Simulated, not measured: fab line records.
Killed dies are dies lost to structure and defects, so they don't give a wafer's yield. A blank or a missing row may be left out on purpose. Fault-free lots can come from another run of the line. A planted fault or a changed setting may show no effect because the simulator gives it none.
Struck lot and sound lot, side by side / flow gf180mcu / 44 steps out of a route of 602
Sound: wafers L872.1, L872.2, L872.3. Struck: wafer L890.2. (L890.5 of the same lot was not struck and is left out.) The cause comes at the end.
For every step that has rows: the tool of each side, followed by ch and its chambers, followed by its first start. Under that, the readings that differ: sound wafers / struck wafers / difference of the means / sigmas: that difference in standard deviations of wafers without a fault.
alike: a reading whose means differ by less than 2 such deviations, as well as words and numbers matching on both sides. not compared: withheld readings; readings where some wafer has no value; bounds like >300 that might hide an equal value; numbers whose values overlap and for which the record gives no deviation.
A row with sigmas, a row that says differs or no value, or rows on one side alone: a step with any of these is where the two part. Numbers that don't overlap but have no deviation are shown without sigmas and don't part them. Lack of a reading on every wafer of one side parts them only where that side has two or more wafers.

first, 2 steps without rows for these wafers: GF_CONTACT_CLEAN_20 (cleans in DIW); GF_CONTACT_CLEAN_21 (cleans in dHF, time 20 s).
GF_CONTACT_SPUTTER_22: material Ti, target thk 15 nm, time 80.02 s.
  struck on pvdSputter-03, day 22 15:43; sound on pvdSputter-02, day 16 01:35
reading=throttleValvePct (%); sound=31.0 27.8 29.5; struck=31.5; difference=+2.1; sigmas=+3
then, 2 steps without rows for these wafers: GF_CONTACT_SPUTTER_23 (material TiN, target thk 10 nm, time 40 s); GF_CONTACT_CVD_24 (deposits W, target thk 300 nm, time 90.339 s).
GF_CONTACT_RS_MEAS_25: uses a four-point probe to measure.
  struck on filmMetro-04, day 22 15:56; sound on filmMetro-03, day 16 01:47
  alike: CONTACT_W_RS
GF_CONTACT_THK_MEAS_26: measures by xrf.
  struck on filmMetro-04, day 22 16:03; sound on filmMetro-03, day 16 01:54
  alike: CONTACT_W_THK
GF_CONTACT_CMP_27: polishes, stops on SiO2, t overpolish 15 s, target thk 0 nm.
  sound on cmp-02 ch 0,2,3, day 16 01:58; struck on cmp-01 ch 0, day 22 16:15
  alike: motorCurrentA, overpolishRunS, timeToEndpointS
GF_M1_SPUTTER_00: material Ti, target thk 37.5 nm, time 150 s.
  struck on pvdSputter-04, day 22 16:24; sound on pvdSputter-04, day 16 02:16
  alike: throttleValvePct
GF_M1_SPUTTER_01: material TiN, target thk 30 nm, time 25 s.
  struck on pvdSputter-04, day 22 16:30; sound on pvdSputter-04, day 16 02:22
  alike: throttleValvePct
GF_M1_SPUTTER_02: material AlCu, target thk 450 nm, time 23.9 s.
  struck on pvdSputter-04, day 22 16:32; sound on pvdSputter-04, day 16 02:23
  alike: throttleValvePct
then, 1 step without rows for these wafers: GF_M1_SPUTTER_03 (material Ti, target thk 10 nm, time 6.7 s).
GF_M1_SPUTTER_04: material TiN, target thk 50 nm, time 41.7 s.
  struck on pvdSputter-04, day 22 16:35; sound on pvdSputter-04, day 16 02:26
reading=model.TiN_of_M1_SPUTTER_04.thkNm (nm); sound=50.3 50.52 50.39; struck=61.9; difference=+11.5; sigmas=
  alike: throttleValvePct
GF_M1_RS_MEAS_05: uses a four-point probe to measure.
  struck on filmMetro-03, day 22 16:38; sound on filmMetro-01, day 16 02:29
reading=M1_ALCU_RS (ohm/sq); sound=0.0700 0.0700 0.0706; struck=0.0678; difference=-0.0024; sigmas=-2
GF_M1_THK_MEAS_06: measures by xrf.
  struck on filmMetro-03, day 22 16:45; sound on filmMetro-01, day 16 02:36
  alike: M1_ALCU_THK
then, 7 steps without rows for these wafers: GF_M1_DEHYDRATE_07 (time 60 s); GF_M1_HMDS_08 (prime time 60 s); GF_M1_COAT_09 (resist thk 1000 nm); GF_M1_SOFTBAKE_10 (time 60 s); GF_M1_EXPOSE_11 (exposes mask Metal1, target cd 230 nm); GF_M1_PEB_12 (peb time 90 s); GF_M1_DEVELOP_13 (develop time 60 s).
GF_M1_CD_MEAS_14 targets a cd of 230 nm.
  struck on cdSem-01, day 23 15:31; sound on cdSem-02, day 17 01:03
  alike: cdNm
GF_M1_OVL_MEAS_15:
  struck on overlay-02, day 23 15:38; sound on overlay-02, day 17 01:10
  alike: M1_OVL
then, 5 steps without rows for these wafers: GF_M1_METAL_ETCH_16 (etches the open film in Cl2/BCl3, stops on SiO2, target depth 750.8 nm, time 125.1 s); GF_M1_STRIP_17 (strips in O2/N2); GF_M1_STRIP_18 (strips in post etch residue remover, time 1200 s); GF_M1_CLEAN_19 (cleans in DIW); GF_V1_CVD_00 (deposits SiO2, target thk 600 nm, time 100 s).
GF_V1_THK_MEAS_01:
  struck on filmMetro-04, day 23 16:25; sound on filmMetro-04, day 17 01:58
  alike: V1_CVD_00_THK
then, 1 step without rows for these wafers: GF_V1_CVD_02 (deposits SiO2 from TEOS, target thk 850 nm, time 94.851 s).
GF_V1_THK_MEAS_03:
  struck on filmMetro-03, day 23 16:33; sound on filmMetro-03, day 17 02:05
  alike: V1_CVD_02_THK
then, 1 step without rows for these wafers: GF_V1_CMP_04 (polishes SiO2).
GF_V1_BOW_MEAS_05:
  struck on filmMetro-03, day 23 16:55; sound on filmMetro-04, day 17 02:27
  alike: V1_BOW
then, 8 steps without rows for these wafers: GF_V1_DEHYDRATE_06 (time 60 s); GF_V1_HMDS_07 (prime time 60 s); GF_V1_COAT_08; GF_V1_COAT_09 (resist thk 1000 nm); GF_V1_SOFTBAKE_10 (time 60 s); GF_V1_EXPOSE_11 (exposes mask Via1, target cd 260 nm); GF_V1_PEB_12 (peb time 90 s); GF_V1_DEVELOP_13 (develop time 60 s).
GF_V1_STRIP_19: strips in post etch residue remover, time 1200 s.
  sound on wetBench-01 ch 0, day 18 02:28; struck on wetBench-01 ch 0, day 24 15:26
reading=model.TiN_of_M1_SPUTTER_04.thkNm (nm); sound=49.47 49.68 49.55; struck=61.06; difference=+11.49; sigmas=
-- the record jumps here: 9 days lie between the struck wafers' starts before and after (it left off in module V1 and takes up again in module PASSIVATION, whose first step shown is number 602 of the route) --
GF_PASSIVATION_PROBE_99:
  the record has rows for the struck wafers here (prober-01, day 33 22:53) and none for the sound ones

== WHERE THEY PART ==
At GF_CONTACT_SPUTTER_22 first; at GF_PASSIVATION_PROBE_99 last (within this record only).

WHY: the cause the simulator had injected
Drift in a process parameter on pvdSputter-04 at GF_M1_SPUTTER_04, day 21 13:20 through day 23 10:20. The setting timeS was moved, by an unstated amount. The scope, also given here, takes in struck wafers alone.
